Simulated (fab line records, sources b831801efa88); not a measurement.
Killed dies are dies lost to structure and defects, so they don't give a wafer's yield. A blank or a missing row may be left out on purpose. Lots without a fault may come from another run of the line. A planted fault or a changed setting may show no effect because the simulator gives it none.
Chamber matching | flow sky130 | SKY_CONTACT_ETCH_17 on rie_diel-02: 4 sister chambers
The step etches SiO2 in C4F8/O2/Ar, stops on Si3N4, target depth 340 nm. 8 wafers are shown with their chamber, then 10 later ones without.

WAFERS WITH THEIR CHAMBER
wafer  | chamber | oes_product_au (a.u.)
L074.2 | 1       | 0.892
L074.4 | 1       | 0.890
L088.5 | 2       | 0.891
L088.6 | 3       | 0.898
L089.2 | 3       | 0.886
L089.6 | 0       | 0.896
L090.2 | 2       | 0.895
L090.4 | 0       | 0.890

WAFERS WITHOUT THEIR CHAMBER
wafer  | oes_product_au (a.u.)
L090.5 | 0.899
L093.1 | 0.900
L093.3 | 0.897
L093.6 | 0.894
L094.1 | 0.889
L094.2 | 0.892
L094.3 | 0.894
L095.1 | 0.889
L095.4 | 0.899
L095.6 | 0.892

WHICH CHAMBER EACH WENT THROUGH
wafer  | from the rows above               | in truth
L090.5 | can't be placed: 0 or 2 or 3 or 1 | 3
L093.1 | can't be placed: 0 or 2 or 3 or 1 | 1
L093.3 | can't be placed: 0 or 2 or 3 or 1 | 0
L093.6 | can't be placed: 0 or 2 or 3 or 1 | 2
L094.1 | can't be placed: 1 or 3 or 0 or 2 | 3
L094.2 | can't be placed: 3 or 0 or 1 or 2 | 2
L094.3 | can't be placed: 0 or 2 or 3 or 1 | 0
L095.1 | can't be placed: 1 or 3 or 0 or 2 | 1
L095.4 | can't be placed: 0 or 2 or 3 or 1 | 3
L095.6 | can't be placed: 3 or 0 or 1 or 2 | 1
Placed correctly: 0 of 10. Can't be placed from these rows: 10 (the true chamber is among the candidates in 10). Placed wrongly: 0.
How it was worked out, from the rows above alone: a wafer's distance from a chamber is the root of the sum, over the readings, of the square of ((its reading less the chamber's mean) divided by the reading's scatter). The wafer belongs to the nearest chamber; if the next one is less than 2 further off, it can't be placed. A chamber's mean is the mean of its shown wafers. The scatter: the root of (the sum of the squares of (reading less its chamber's mean) over the shown wafers, divided by (wafers less chambers)).
